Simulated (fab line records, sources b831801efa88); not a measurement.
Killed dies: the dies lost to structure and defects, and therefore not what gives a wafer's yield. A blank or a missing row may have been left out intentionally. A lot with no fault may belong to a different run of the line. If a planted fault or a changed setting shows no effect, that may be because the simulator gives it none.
What tool caused it? | flow sky130 | 13 lots with 39 wafers sampled at 2 steps, on a route of 708 steps

== WHAT THE GAUGES READ, wafer by wafer ==
Not one reading of a measure or inspect step in the record can be checked against a usual standard deviation.

== TOOL THAT RAN EACH LOT (tool first, then ch and the chambers of the sampled wafers, then the start) ==
lot  | SKY_SONOS_ONO_STRIP_17               | SKY_PAD_OPEN_PROBE_99
L391 | plasma asher-01 ch 0,1, day 12 18:11 | -
L393 | plasma asher-01 ch 0,1, day 13 04:59 | -
L392 | plasma asher-04 ch 0,1, day 13 09:05 | -
L395 | plasma asher-04 ch 0,1, day 14 07:01 | -
L396 | plasma asher-01 ch 0,1, day 14 08:19 | -
L397 | plasma asher-04 ch 0,1, day 14 23:35 | -
L402 | plasma asher-01 ch 0,1, day 16 13:53 | prober-01, day 50 04:56
L408 | plasma asher-04 ch 0,1, day 18 10:16 | prober-02, day 50 14:47
L409 | plasma asher-01 ch 0,1, day 18 16:20 | -
L410 | plasma asher-03 ch 0,1, day 18 20:55 | -
L411 | plasma asher-01 ch 0,1, day 19 19:44 | -
L412 | plasma asher-01 ch 1, day 20 07:16   | -
L413 | plasma asher-03 ch 0,1, day 20 07:52 | -
- SKY_SONOS_ONO_STRIP_17: strips in O2/N2.
- SKY_PAD_OPEN_PROBE_99

== AS READ BY THE TOOLS THEMSELVES (means over the sampled wafers that have a number; for cases with no such wafer, the mark the record gives instead) ==
SKY_SONOS_ONO_STRIP_17. Usual: drypump motor current A 5.6 A, standard deviation 0.48; oes product au 0.710 a.u., standard deviation 0.0046; strip time to endpoint s 14.09 s, standard deviation 0.053.
lot  | tool            | drypump motor current A (A) | oes product au (a.u.) | strip time to endpoint s (s) | flag
L391 | plasma asher-01 | 5.7                         | 0.711                 | 14.15                        |
L393 | plasma asher-01 | 6.2                         | 0.708                 | 14.06                        |
L392 | plasma asher-04 | 5.5                         | 0.705                 | 13.98                        |
L395 | plasma asher-04 | 5.6                         | 0.709                 | 14.07                        |
L396 | plasma asher-01 | 6.2                         | 0.708                 | 14.07                        |
L397 | plasma asher-04 | 5.6                         | 0.709                 | 14.13                        |
L402 | plasma asher-01 | 6.1                         | 0.905                 | -                            | OFF
L408 | plasma asher-04 | 5.6                         | 0.712                 | 14.15                        |
L409 | plasma asher-01 | 5.7                         | 0.706                 | 14.15                        |
L410 | plasma asher-03 | 5.3                         | 0.712                 | 14.08                        |
L411 | plasma asher-01 | 5.7                         | 0.708                 | 14.08                        |
L412 | plasma asher-01 | 5.3                         | 0.708                 | 14.10                        |
L413 | plasma asher-03 | 5.4                         | 0.714                 | 14.06                        |

SKY_PAD_OPEN_PROBE_99. Usual: killed_at_M0_to_M3 44, standard deviation 7.9; killed_at_M4_up 3.1, standard deviation 1.9; killed at contacts 24, standard deviation 4.6; killed at front end 16, standard deviation 4.9; killed at other 0.3, standard deviation 0.6; killed dies 87, standard deviation 9.7; killed on rim 17, standard deviation 3.7; killed open 48, standard deviation 7.2; killed short 39, standard deviation 5.6.
lot  | tool      | killed_at_M0_to_M3 | killed_at_M4_up | killed at contacts | killed at front end | killed at other | killed dies | killed on rim | killed open | killed short | flag
L402 | prober-01 | 46                 | 3.7             | 24                 | 416                 | 1.3             | 492         | 96            | 58          | 40           | OFF
L408 | prober-02 | 49                 | 2.3             | 17                 | 9                   | 0.7             | 78          | 16            | 40          | 38           |

== THE ANSWER, worked out from the rows above alone ==
Rule: a lot is off if the mean of its wafers that have a number lies more than 3 standard deviations from the usual mean. Also off: a lot with no number at a reading for which 4 or more lots have one. The other lots that the step has rows for count as sound. Order of review: gauges by route order, followed by the tools' own readings, for which a lot's mean as printed above is used. The first step at which some lot is off is used, and at that step the reading that is off furthest; a lot without a number counts as furthest.
Off: L402, at SKY_SONOS_ONO_STRIP_17 (strip time to endpoint s). Without a number there: L402.
If a tool, at that step or one of the process steps before it, ran each lot that is off and ran no sound lot following the first of them, it fits. Not one of the candidates tried fits.

== WHAT THE SIMULATOR HAD INSERTED ==
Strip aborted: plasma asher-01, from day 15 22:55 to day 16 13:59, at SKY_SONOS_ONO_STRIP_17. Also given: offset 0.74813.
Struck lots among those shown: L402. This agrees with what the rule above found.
